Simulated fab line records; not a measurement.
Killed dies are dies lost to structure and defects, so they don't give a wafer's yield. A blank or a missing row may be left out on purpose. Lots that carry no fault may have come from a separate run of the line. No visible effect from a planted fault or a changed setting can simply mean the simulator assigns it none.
Matching of chambers    flow gf180mcu    cmp-01 running GF_V2_CMP_04: 4 sister chambers
The step polishes SiO2. 4 wafers are shown with their chamber, then 11 later ones without.

WAFERS WITH THEIR CHAMBER
wafer   chamber  motor current A (A)
L329.2  3        13.5
L330.1  2        11.7
L330.3  1        11.4
L332.1  0        12.6

WAFERS WHOSE CHAMBER IS MISSING
wafer   motor current A (A)
L332.3  13.0
L332.4  11.3
L333.1  11.7
L333.2  13.6
L333.6  11.3
L335.1  12.8
L335.3  11.6
L335.5  10.7
L336.1  11.8
L336.3  13.4
L336.6  13.9

WHICH CHAMBER EACH WENT THROUGH
wafer    from the rows above       in truth
L332.3   can't be placed: 0 or 3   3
L332.4   can't be placed: 1 or 2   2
L333.1   can't be placed: 2 or 1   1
L333.2   3                         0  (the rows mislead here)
L333.6   can't be placed: 1 or 2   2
L335.1   can't be placed: 0 or 3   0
L335.3   can't be placed: 2 or 1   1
L335.5   can't be placed: 1 or 2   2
L336.1   can't be placed: 2 or 1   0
L336.3   3                         3
L336.6   3                         3
Placed correctly: 2 of 11. Not placeable from these rows: 8 (in 7, the candidates include the true chamber). Number placed wrongly: 1.
How it was worked out, from the rows above alone: a wafer's distance from a chamber is the root of the sum, over the readings, of the square of ((its reading less the chamber's mean) divided by the reading's scatter). If the next closest chamber is less than 2 further off than the closest, the wafer can't be placed; otherwise it belongs to the closest. Each chamber's mean is taken over the wafers shown for it. The scatter: with one shown wafer a chamber, the root of the mean of the squares of how far each hidden wafer lies from its nearest shown one.
